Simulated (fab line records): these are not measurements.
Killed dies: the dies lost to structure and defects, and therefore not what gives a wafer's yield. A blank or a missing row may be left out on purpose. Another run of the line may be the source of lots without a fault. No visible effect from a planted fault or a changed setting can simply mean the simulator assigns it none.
A lot that was struck, set against a sound lot -- flow sky130 -- 36 steps out of a route of 708
Sound: the wafers L428.2, L428.5, L428.6. Wafers L435.2, L435.3, L435.6 were the ones struck. The cause is named last.
Order at every step that has rows: each side's tool, ch and its chambers, its first start. Under that, the readings that differ: sound wafers -- struck wafers -- difference of the means -- sigmas: that difference in standard deviations of wafers without a fault.
alike: readings whose means differ by less than 2 such deviations, and words and numbers that are the same on both sides. not compared: withheld readings, readings that some wafer has no value for, bounds like >300 that may hide the same value, and numbers for which the record gives no deviation and whose values overlap.
A row with sigmas, a row that says differs or no value, or rows on one side alone: a step with any of these is where the two part. Non-overlapping numbers with no deviation appear without sigmas and do not part them. A reading missing from all wafers of one side parts the sides only when that side holds two or more wafers.

first, 10 steps without rows for these wafers: SKY_GATE_OXIDE_COAT_05 (resist thk 1140 nm); SKY_GATE_OXIDE_SOFTBAKE_06 (time 60 s); SKY_GATE_OXIDE_EXPOSE_07 (exposes mask LVOM, target cd 600 nm); SKY_GATE_OXIDE_PEB_08; SKY_GATE_OXIDE_DEVELOP_09 (develop time 60 s); SKY_GATE_OXIDE_IMPLANT_11; SKY_GATE_OXIDE_WET_ETCH_12 (etches SiO2 in dHF, target depth 16.8 nm, time 336 s); SKY_GATE_OXIDE_STRIP_13 (strips in O2/N2); SKY_GATE_OXIDE_CLEAN_15 (cleans in SC1/SC2, time 150 s); SKY_GATE_OXIDE_OXIDATION_16 (stabilise 600 s, purge 300 s, target thk 3.57 nm).
SKY_POLY_GATE_CVD_00: deposits poly-Si, target thk 180 nm, time 720 s.
  sound on lpcvd-01 ch 1, day 18 10:55; struck on lpcvd-01 ch 1, day 20 10:22
reading,sound,struck,difference,sigmas
spike_tc_bottom_C (C),639.9 639.1 638.3,630.0 632.3 632.1,-7.6,-3
spike_tc_centre_C (C),621.2 621.1 621.8,614.0 612.0 614.8,-7.8,-6
spike_tc_lower_C (C),621.0 620.2 621.9,614.8 615.1 615.1,-6.0,-5
spike_tc_top_C (C),636.0 635.6 635.3,630.7 630.4 631.8,-4.7,-2
spike_tc_upper_C (C),621.0 619.7 621.3,612.8 613.8 612.2,-7.7,-6
susceptor_temp_C (C),619.43 619.75 619.49,613.00 612.94 613.18,-6.52,-22
model.poly-Si_of_POLY_GATE_CVD_00.thk_nm (nm),178.9 180.4 181.7,153.6 152.7 153.3,-27.1,
SKY_POLY_GATE_THK_MEAS_01:
  sound on film_metro-02, day 18 12:07; struck on film_metro-02, day 20 11:34
reading,sound,struck,difference,sigmas
POLY_GATE_CVD_00_THK (nm),179.0 180.4 181.6,153.6 152.7 153.1,-27.2,-21
then, 9 steps without rows for these wafers: SKY_RES_PROTECT_DEHYDRATE_00 (time 60 s); SKY_RES_PROTECT_HMDS_01 (prime time 60 s); SKY_RES_PROTECT_COAT_02 (resist thk 1140 nm); SKY_RES_PROTECT_SOFTBAKE_03 (time 60 s); SKY_RES_PROTECT_EXPOSE_04 (exposes mask RPM, target cd 1270 nm); SKY_RES_PROTECT_PEB_05; SKY_RES_PROTECT_DEVELOP_06 (develop time 60 s); SKY_POLY_GATE_IMPLANT_02; SKY_RES_PROTECT_STRIP_07 (strips in O2/N2).
SKY_RES_PROTECT_CLEAN_09: cleans in SC1/SC2, time 150 s.
  sound on wet_bench-03 ch 1, day 19 18:30; struck on wet_bench-03 ch 0, day 21 18:30
reading,sound,struck,difference,sigmas
model.poly-Si_of_POLY_GATE_CVD_00.thk_nm (nm),178.3 179.8 181.1,153 152.1 152.6,-27,
then, 11 steps without rows for these wafers: SKY_POLY_GATE_CVD_03 (deposits Si3N4 from DCS/NH3, target thk 75 nm, time 1290 s); SKY_POLY_GATE_DEHYDRATE_05 (time 60 s); SKY_POLY_GATE_HMDS_06 (prime time 60 s); SKY_POLY_GATE_COAT_07 (resist thk 110 nm); SKY_POLY_GATE_COAT_08 (resist thk 450 nm); SKY_POLY_GATE_SOFTBAKE_09 (time 90 s); SKY_POLY_GATE_EXPOSE_10 (exposes mask P1M, target cd 150 nm); SKY_POLY_GATE_PEB_11; SKY_POLY_GATE_DEVELOP_12 (develop time 60 s); SKY_POLY_GATE_ETCH_15 (etches BARC in N2/H2, stops on SiO2, time 118.5 s, target depth 110 nm); SKY_POLY_GATE_ETCH_16 (etches Si3N4 in CH3F/O2, stops on poly-Si, time 147.5 s, target depth 75 nm).
SKY_POLY_GATE_ETCH_17: etches poly-Si in HBr/Cl2, stops on SiO2, target depth 180 nm, time 70.5 s.
  sound on rie_si-02 ch 1,2,3, day 21 03:32; struck on rie_si-01 ch 1,3, day 23 03:02
reading,sound,struck,difference,sigmas
oes_product_au (a.u.),0.988 0.975 0.995,0.891 0.893 0.884,-0.097,-14
model.POLY_GATE.feature_depth_nm (nm),178.3 176.8 181,153 152.1 152.6,-26,
model.etch.depth_nm (nm),178.3 176.8 181,153 152.1 152.6,-26,
  alike: drypump_motor_current_A, mfc_cl2_sccm, throttle_valve_pct
  not compared: rf_hours_counter_h
then, 1 step without rows for these wafers: SKY_POLY_GATE_STRIP_18 (strips in O2/N2).
-- here the record skips 27 days between the struck wafers' starts before and after, leaving off in module POLY_GATE and picking up in module PAD_OPEN (first step shown: number 708 of the route) --
SKY_PAD_OPEN_PROBE_99:
  sound on prober-01, day 49 03:47; struck on prober-02, day 50 09:06
reading,sound,struck,difference,sigmas
model.etest.res_high_po.line_ohm_um,753.7 753.5 731.2,851.8 862.5 857.2,+111.0,
model.etest.res_poly.line_ohm_um,523.9 538.7 512,576.8 582 579,+54.4,
model.etest.res_high_po.rs_ohm_sq,262.1 258.5 256.4,294.4 305 302.4,+41.6,
model.etest.res_poly.rs_ohm_sq,48.4 48.02 47.42,55.05 56.12 56.08,+7.80,
model.etest.cap_li_to_poly.c_af_um2,97.57 97.82 99.5,92.44 90.86 91.64,-6.65,
  alike: killed_at_M0_to_M3, killed_at_M4_up, killed_at_contacts, killed_at_front_end, killed_at_other, killed_dies, killed_open, killed_short

WHERE THEY PART
Last at SKY_POLY_GATE_ETCH_17 as far as this record goes, first at SKY_POLY_GATE_CVD_00. Later steps at which nothing parts them and some readings are alike: SKY_PAD_OPEN_PROBE_99.

WHY: what had been put in by the simulator
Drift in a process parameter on lpcvd-01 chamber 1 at SKY_POLY_GATE_CVD_00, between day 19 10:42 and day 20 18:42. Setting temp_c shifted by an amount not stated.
